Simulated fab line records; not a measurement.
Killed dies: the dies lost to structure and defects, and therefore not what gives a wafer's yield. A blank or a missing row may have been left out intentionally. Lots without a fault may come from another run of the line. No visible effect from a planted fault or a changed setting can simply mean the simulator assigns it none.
Matching of chambers    flow gf180mcu    3 sister chambers for GF_MIM_CVD_05 on pecvd-02
The step deposits Si3N4, target thk 42 nm, time 29.086 s. 6 wafers are shown with their chamber, then 11 later ones without.

WAFERS WITH THEIR CHAMBER
wafer   chamber  heater-power-w (W)
L085.1  2        560
L085.5  2        589
L092.1  0        588
L092.3  1        616
L092.6  0        602
L095.1  1        619

WAFERS MISSING THEIR CHAMBER
wafer   heater-power-w (W)
L095.2  686
L095.3  518
L095.4  622
L095.5  524
L095.6  690
L096.3  604
L096.5  571
L096.6  610
L097.2  708
L097.4  702
L097.5  544

WHICH CHAMBER EACH WENT THROUGH
wafer   from the rows above           in truth
L095.2  can't be placed: 1 or 0       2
L095.3  can't be placed: 2 or 0       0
L095.4  can't be placed: 1 or 0       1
L095.5  can't be placed: 2 or 0       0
L095.6  can't be placed: 1 or 0       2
L096.3  can't be placed: 0 or 1 or 2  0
L096.5  can't be placed: 2 or 0       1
L096.6  can't be placed: 1 or 0       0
L097.2  can't be placed: 1 or 0       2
L097.4  can't be placed: 1 or 0       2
L097.5  can't be placed: 2 or 0       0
Correct placement for 0 of the 11. From these rows, 11 cannot be placed; in 6 the true chamber is one of the candidates. 0 placed wrongly.
How it was worked out, from the rows above alone: a wafer's distance from a chamber is the root of the sum, over the readings, of the square of ((its reading less the chamber's mean) divided by the reading's scatter). The wafer belongs to the nearest chamber; if the next one is less than 2 further off, it can't be placed. The mean given for a chamber averages the wafers shown for that chamber. How the scatter is found: for the shown wafers, subtract from each reading the mean of its chamber, square and add these, divide the total by (wafers less chambers), then take the root.
